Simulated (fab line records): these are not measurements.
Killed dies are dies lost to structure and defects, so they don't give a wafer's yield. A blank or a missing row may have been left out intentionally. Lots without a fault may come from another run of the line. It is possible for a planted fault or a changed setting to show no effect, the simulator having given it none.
Matching of chambers || flow gf180mcu || GF_V4_CVD_02 on pecvd-01: 3 sister chambers
The step deposits SiO2 from TEOS, target thk 850 nm, time 94.851 s. 14 wafers are shown with their chamber, then 6 later ones without.

== EACH WAFER AND ITS CHAMBER ==
{"wafer": "L318.1", "chamber": 1, "heater-power-w (W)": 966}
{"wafer": "L318.2", "chamber": 2, "heater-power-w (W)": 607}
{"wafer": "L318.4", "chamber": 1, "heater-power-w (W)": 966}
{"wafer": "L319.1", "chamber": 2, "heater-power-w (W)": 615}
{"wafer": "L319.2", "chamber": 0, "heater-power-w (W)": 681}
{"wafer": "L319.3", "chamber": 1, "heater-power-w (W)": 990}
{"wafer": "L321.1", "chamber": 1, "heater-power-w (W)": 968}
{"wafer": "L321.3", "chamber": 2, "heater-power-w (W)": 595}
{"wafer": "L321.4", "chamber": 2, "heater-power-w (W)": 494}
{"wafer": "L323.4", "chamber": 0, "heater-power-w (W)": 716}
{"wafer": "L323.5", "chamber": 2, "heater-power-w (W)": 484}
{"wafer": "L323.6", "chamber": 1, "heater-power-w (W)": 962}
{"wafer": "L324.1", "chamber": 0, "heater-power-w (W)": 812}
{"wafer": "L324.2", "chamber": 2, "heater-power-w (W)": 492}

SIGNATURES (means of the wafers above)
{"reading": "heater-power-w", "chamber 0": 736.33, "chamber 1": 970.40, "chamber 2": 547.83, "scatter within a chamber": 52.2}
Rule: a wafer lies at a distance from a chamber equal to the root of the sum of squares, over the readings, of (its reading less the chamber's mean, divided by the reading's scatter). The wafer belongs to the nearest chamber; if the next one is less than 2 further off, it can't be placed. The scatter is the square root of a quotient: the sum, over the shown wafers, of each reading's squared deviation from its chamber's mean, divided by wafers minus chambers.

== WAFERS WITH NO CHAMBER GIVEN ==
{"wafer": "L324.6", "heater-power-w (W)": 1011}
{"wafer": "L327.1", "heater-power-w (W)": 862}
{"wafer": "L327.3", "heater-power-w (W)": 653}
{"wafer": "L328.1", "heater-power-w (W)": 545}
{"wafer": "L328.2", "heater-power-w (W)": 722}
{"wafer": "L328.3", "heater-power-w (W)": 971}

== THE CHAMBER EACH PASSED THROUGH ==
{"wafer": "L324.6", "from the rows above": 1, "in truth": 1}
{"wafer": "L327.1", "from the rows above": "can't be placed: 1 or 0", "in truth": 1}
{"wafer": "L327.3", "from the rows above": "can't be placed: 0 or 2", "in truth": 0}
{"wafer": "L328.1", "from the rows above": 2, "in truth": 2}
{"wafer": "L328.2", "from the rows above": 0, "in truth": 0}
{"wafer": "L328.3", "from the rows above": 1, "in truth": 1}
Correctly placed: 4 of 6. From these rows, 2 cannot be placed; in 2 the true chamber is one of the candidates. Placed wrongly: 0.
